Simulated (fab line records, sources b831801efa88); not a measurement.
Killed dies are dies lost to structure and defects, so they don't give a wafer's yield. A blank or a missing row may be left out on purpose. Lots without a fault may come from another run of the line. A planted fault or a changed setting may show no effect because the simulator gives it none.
Which tool did it? | flow sky130 | 6 lots, 18 wafers sampled, at 1 step of a route of 708

WHAT THE GAUGES READ, wafer by wafer
SKY_VT_ADJUST_HVTP_TW_MEAS_11.
lot  | measured     | on            | VT_ADJUST_HVTP_TW
L121 | day 6 12:50  | film_metro-03 | 1355 1353 1351
L123 | day 6 23:56  | film_metro-03 | 1361 1358 1362
L129 | day 9 02:29  | film_metro-02 | 1346 1342 1348
L134 | day 10 03:50 | film_metro-02 | 1347 1356 1346
L136 | day 10 18:05 | film_metro-03 | 1350 1343 1351
L140 | day 11 15:25 | film_metro-01 | 1375 1364 1368

WHICH TOOL RAN EACH LOT (tool, then ch and the chambers of the sampled wafers, then the start)
The record holds no process step before these readings.

THE ANSWER, worked out from the rows above alone
Rule: what is usual is taken from the lots themselves. Put in order of their means at a reading, lots are off if they are a third of the lots or fewer, leave a main group of 4 or more, and stand apart from it by a gap of 3 or more times the standard deviation of the main group's means; of several such gaps the widest counts. A main group whose means are all the same, to the digits that the tables above print for the reading, isn't used. A lot without any number at a reading at which 4 lots or more have one is off too. The other lots that the step has rows for count as sound.
No lot is off at any reading shown: from this, nothing can be told.

WHAT THE SIMULATOR HAD PUT IN
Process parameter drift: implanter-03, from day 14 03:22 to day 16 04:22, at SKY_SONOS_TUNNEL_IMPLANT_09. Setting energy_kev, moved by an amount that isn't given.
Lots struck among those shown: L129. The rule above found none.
